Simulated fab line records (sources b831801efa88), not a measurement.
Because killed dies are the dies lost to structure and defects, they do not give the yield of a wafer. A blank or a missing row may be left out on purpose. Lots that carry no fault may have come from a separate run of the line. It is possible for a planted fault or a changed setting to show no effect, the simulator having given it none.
Which of the tools did it? | flow sky130 | 11 lots (33 wafers sampled), 1 step of a 708-step route

## WHAT THE GAUGES READ, wafer by wafer
SKY_METAL2_RS_MEAS_05: the measuring method here is four-point-probe.
lot  | measured     | on           | METAL2_ALCU_RS (ohm/sq)
L156 | day 34 03:53 | filmMetro-02 | 0.1261 0.1285 0.1282
L157 | day 35 07:04 | filmMetro-03 | 0.1269 0.1279 0.1282
L160 | day 35 23:34 | filmMetro-02 | 0.1262 0.1273 0.1275
L162 | day 36 13:30 | filmMetro-02 | 0.1264 0.1256 0.1266
L163 | day 36 17:20 | filmMetro-03 | 0.1261 0.1243 0.1245
L164 | day 36 23:38 | filmMetro-02 | 0.1314 0.1275 0.1296
L168 | day 38 01:59 | filmMetro-02 | 0.1271 0.1252 0.1251
L172 | day 38 10:55 | filmMetro-02 | 0.1267 0.1271 0.1252
L175 | day 40 07:41 | filmMetro-03 | 0.1295 0.1299 0.1301
L177 | day 40 10:44 | filmMetro-02 | 0.1261 0.1254 0.1250
L178 | day 40 11:58 | filmMetro-03 | 0.1264 0.1285 0.1266

## TOOL THAT RAN EACH LOT (tool first, then ch and the chambers of the sampled wafers, then the start)
Before these readings, the record contains no process step.

## THE ANSWER, worked out from the rows above alone
Rule: the lots themselves supply what counts as usual. The widest of any qualifying gaps counts: lots, ordered by their means at a reading, are off when they make up no more than a third of the lots, leave a main group of 4 or more, and stand apart from it by 3 or more times the standard deviation of that group's means. If all means in a main group match to the digits the tables above print for the reading, that group is not used. Also off: a lot with no number at a reading for which 4 or more lots have one. The other lots that the step has rows for count as sound.
Across all readings shown, no lot is off: no conclusion can be drawn from this.

## WHAT HAD BEEN PUT IN BY THE SIMULATOR
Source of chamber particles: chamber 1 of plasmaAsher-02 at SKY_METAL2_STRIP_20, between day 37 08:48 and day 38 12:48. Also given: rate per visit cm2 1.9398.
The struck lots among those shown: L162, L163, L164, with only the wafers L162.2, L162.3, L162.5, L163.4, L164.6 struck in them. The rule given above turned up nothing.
